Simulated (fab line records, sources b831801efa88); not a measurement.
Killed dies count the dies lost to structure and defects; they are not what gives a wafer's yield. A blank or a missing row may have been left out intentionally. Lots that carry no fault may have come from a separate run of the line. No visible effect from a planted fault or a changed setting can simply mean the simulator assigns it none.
fab line records	flow gf180mcu
[record] lots = 14	wafers = 42	last_day = 34
route steps=602 shown STI@12 MVSD@73 SALICIDE@283 CONTACT@288
lots that met no fault: from a run of the same line without faults
start_h: hours from the record's opening day to when the first of the lot's shown wafers began	wait_h: time in hours since the lot's previous step	" same as the row above	L1.1+2: a row that stands for several wafers	- no value, or no start given	* or withheld: withheld	< > ~ a bound
route shown NAME@n: names a module that has steps shown in the file, with the first one's number in the route	usual: mean/standard deviation taken from wafers without a fault	same: alike in all rows	chamber/n: place in a boat	sites: per-site readings	_std_site: standard deviation across them	_edge_site: mean of outer sites minus mean of inner sites	radius_mm: for every site, how far away it sits from the centre of the wafer	mask NAME#n: copy n	behind: the tool/chamber that last shaped the wafer	hold: the reason the lot was held/the length of the hold in hours/how it ended	device: the transistor (n, p or np) that didn't switch	end of line: at the end of the route, the tests of the same wafers	step lacking rows: just its recipe	killed: at the first sort, the dies lost to defects and structure; wafer yield is something else	map: a wafer's dies, marking killed ones x, the rest . and places with no die _
set.NAME: the setting that was run; set.NAME@STEP: the one run at that earlier step	model.NAME: the simulator's own value behind a step, which no gauge read
steps of the route over a sample of lots; a table a step, a row a wafer
[[steps]]
[step GF_STI_DEVELOP_11]
[recipe] develop_time_s = 60	dev_temp_c = 21
[usual] chill_plate_temp_C = 22.98/0.1	develop_time_s = 60/0
lot.wafer	tool	chamber	start_h	wait_h	chill_plate_temp_C	develop_time_s
L218.1	litho_track-04	0	26.02	0.2	22.86	60
L218.3	"	0	"	"	22.83	60
L218.4	"	0	"	"	22.80	60
L219.1	litho_track-02	0	31.93	0.2	22.94	60
L219.3	"	0	"	"	23.12	60
L219.4	"	0	"	"	23.00	60
L221.3	litho_track-02	0	41.48	0.1	22.89	60
L221.4	"	0	"	"	22.82	60
L221.5	"	0	"	"	22.89	60
L222.1	litho_track-03	0	46.97	0.2	23.15	60
L222.4	"	0	"	"	23.06	60
L222.6	"	0	"	"	23.17	60
L224.3	litho_track-03	0	57.52	0.1	22.88	60
L224.5	"	0	"	"	23.06	60
L224.6	"	0	"	"	22.97	60
L225.4	litho_track-02	0	61.96	0.1	23.10	60
L225.5	"	0	"	"	23.02	60
L225.6	"	0	"	"	22.92	60
L226.1	litho_track-02	0	67.83	0.2	22.89	60
L226.2	"	0	"	"	23.09	60
L226.4	"	0	"	"	22.98	60
L227.1	litho_track-04	0	71.52	0.2	22.95	60
L227.3	"	0	"	"	23.04	60
L227.6	"	0	"	"	23.08	60
L229.3	litho_track-02	0	81.33	0.1	22.83	60
L229.5	"	0	"	"	22.91	60
L229.6	"	0	"	"	22.90	60
L232.3	litho_track-03	-	98.02	0.1	-	-
L232.5	"	-	"	"	-	-
L232.6	"	-	"	"	-	-
L233.2	litho_track-04	-	102.84	0.2	-	-
L233.3	"	-	"	"	-	-
L233.5	"	-	"	"	-	-
L237.4	litho_track-04	0	127.14	0.1	23.04	60
L237.5	"	0	"	"	22.80	60
L237.6	"	0	"	"	23.03	60
L238.4	litho_track-03	0	130.15	0.1	22.86	60
L238.5	"	0	"	"	22.96	60
L238.6	"	0	"	"	22.84	60
L241.1	litho_track-04	0	143.36	0.2	22.93	60
L241.3	"	0	"	"	23.00	60
L241.5	"	0	"	"	23.03	60
[step GF_MVSD_OVL_MEAS_07]
[usual] MVSD_OVL = -0.7/1.6
lot.wafer	tool	chamber	start_h	wait_h	MVSD_OVL[nm]
L218.1	overlay-01	-	83.87	-	-4.1
L218.3	"	-	"	"	-1.9
L218.4	"	-	"	"	-1.1
L219.1	overlay-01	-	88.13	-	0.2
L219.3	"	-	"	"	-0.6
L219.4	"	-	"	"	-0.1
L221.3	overlay-01	-	99.48	-	-1.3
L221.4	"	-	"	"	-1.8
L221.5	"	-	"	"	1.3
L222.1	overlay-02	-	106.87	-	-4.6
L222.4	"	-	"	"	-3.0
L222.6	"	-	"	"	-2.2
L224.3	overlay-02	-	117.68	-	-2.8
L224.5	"	-	"	"	-1.9
L224.6	"	-	"	"	-1.5
L225.4	overlay-01	-	124.23	-	0.8
L225.5	"	-	"	"	0.0
L225.6	"	-	"	"	-2.2
L226.1	overlay-02	-	131.53	-	-2.0
L226.2	"	-	"	"	-0.1
L226.4	"	-	"	"	-1.0
L227.1	overlay-01	-	134.42	-	-1.1
L227.3	"	-	"	"	-0.3
L227.6	"	-	"	"	-2.8
L229.3	overlay-02	-	143.88	-	-1.0
L229.5	"	-	"	"	-2.2
L229.6	"	-	"	"	-1.1
L237.4	overlay-01	-	197.15	-	-0.4
L237.5	"	-	"	"	-1.0
L237.6	"	-	"	"	-0.5
L238.4	overlay-01	-	201.73	-	0.2
L238.5	"	-	"	"	2.2
L238.6	"	-	"	"	-0.9
L241.1	overlay-01	-	214.97	-	-1.1
L241.3	"	-	"	"	-3.4
L241.5	"	-	"	"	-2.7
[step GF_SALICIDE_THK_MEAS_05]
[recipe] thk_meas_gauge = xrf	reads = TiN_of_SALICIDE_SPUTTER_03
[usual] SALICIDE_TIN_THK = 20.11/0.29
lot.wafer	tool	chamber	start_h	wait_h	SALICIDE_TIN_THK[nm]
L218.1	film_metro-04	-	336.29	0.1	19.99
L218.3	"	-	"	"	19.79
L218.4	"	-	"	"	19.78
L219.1	film_metro-01	-	349.08	0.1	20.58
L219.3	"	-	"	"	20.92
L219.4	"	-	"	"	20.52
L221.3	film_metro-01	-	365.51	0.1	20.05
L221.4	"	-	"	"	20.26
L221.5	"	-	"	"	20.60
L222.1	film_metro-01	-	376.76	0.1	20.17
L222.4	"	-	"	"	20.02
L222.6	"	-	"	"	19.90
L224.3	film_metro-01	-	393.24	0.1	20.42
L224.5	"	-	"	"	19.97
L224.6	"	-	"	"	20.63
L225.4	film_metro-01	-	403.37	0.1	20.08
L225.5	"	-	"	"	20.10
L225.6	"	-	"	"	20.32
L226.1	film_metro-04	-	409.46	0.1	20.23
L226.2	"	-	"	"	20.44
L226.4	"	-	"	"	20.39
L227.1	film_metro-01	-	424.95	0.1	20.01
L227.3	"	-	"	"	20.40
L227.6	"	-	"	"	20.23
L229.3	film_metro-04	-	429.86	0.1	20.10
L229.5	"	-	"	"	20.01
L229.6	"	-	"	"	20.30
L238.4	film_metro-04	-	512.92	0.1	20.11
L238.5	"	-	"	"	19.97
L238.6	"	-	"	"	19.98
L237.4	film_metro-04	-	513.51	0.1	20.27
L237.5	"	-	"	"	19.88
L237.6	"	-	"	"	20.45
L241.1	film_metro-01	-	532.43	0.1	20.26
L241.3	"	-	"	"	20.09
L241.5	"	-	"	"	19.94
[step GF_CONTACT_THK_MEAS_01]
[recipe] reads = SiO2_of_CONTACT_CVD_00
[usual] CONTACT_CVD_00_THK = 300/4
lot.wafer	tool	chamber	start_h	wait_h	CONTACT_CVD_00_THK[nm]
L218.1	film_metro-01	-	336.68	0.0	300
L218.3	"	-	"	"	298
L218.4	"	-	"	"	302
L219.1	film_metro-02	-	349.49	0.0	306
L219.3	"	-	"	"	301
L219.4	"	-	"	"	303
L221.3	film_metro-01	-	365.90	0.0	299
L221.4	"	-	"	"	296
L221.5	"	-	"	"	295
L222.1	film_metro-03	-	377.16	0.0	302
L222.4	"	-	"	"	300
L222.6	"	-	"	"	301
L224.3	film_metro-01	-	393.74	0.0	301
L224.5	"	-	"	"	300
L224.6	"	-	"	"	298
L225.4	film_metro-02	-	403.76	0.0	301
L225.5	"	-	"	"	303
L225.6	"	-	"	"	298
L226.1	film_metro-01	-	409.86	0.0	296
L226.2	"	-	"	"	298
L226.4	"	-	"	"	295
L227.1	film_metro-01	-	425.35	0.0	296
L227.3	"	-	"	"	296
L227.6	"	-	"	"	301
L229.3	film_metro-02	-	430.26	0.0	302
L229.5	"	-	"	"	295
L229.6	"	-	"	"	294
L238.4	film_metro-03	-	513.32	0.0	300
L238.5	"	-	"	"	300
L238.6	"	-	"	"	302
L237.4	film_metro-01	-	513.91	0.0	304
L237.5	"	-	"	"	294
L237.6	"	-	"	"	294
L241.1	film_metro-03	-	532.83	0.0	304
L241.3	"	-	"	"	307
L241.5	"	-	"	"	303
[[key]]
[first_sign] step = GF_STI_DEVELOP_11	reading = tool_record	direction = missing
effect none on later readings
met_at GF_STI_DEVELOP_11
struck_lots L232,L233
later_rows_left_out L232.3,L232.5,L232.6,L233.2,L233.3,L233.5
sort_left_out L232.3,L232.5,L232.6,L233.2,L233.3,L233.5
tester_left_out L232,L233
not_acting_at GF_MVSD_OVL_MEAS_07,GF_SALICIDE_THK_MEAS_05,GF_CONTACT_THK_MEAS_01
onset_between 71.52 98.02
[fault] kind = skipped_step_whole	tool = litho_track-03,litho_track-04	chamber = -	onset_h = 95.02	steps = GF_STI_DEVELOP_11	scope = struck_lots_only
// tester_left_out: of these lots the tester's yield and bins aren't shown, on N5 and GAA mostly nor the transistor test; their killed dies are dies lost to structure and defects alone, not to doping, threshold or leakage, so they don't give the yield
// sort_left_out: the simulated sort isn't trusted on such a fault, so these wafers' sort isn't shown, and their yield isn't known
// later_rows_left_out: the simulator's readings of these wafers behind a module that went badly wrong aren't trusted and aren't shown, but for the sort
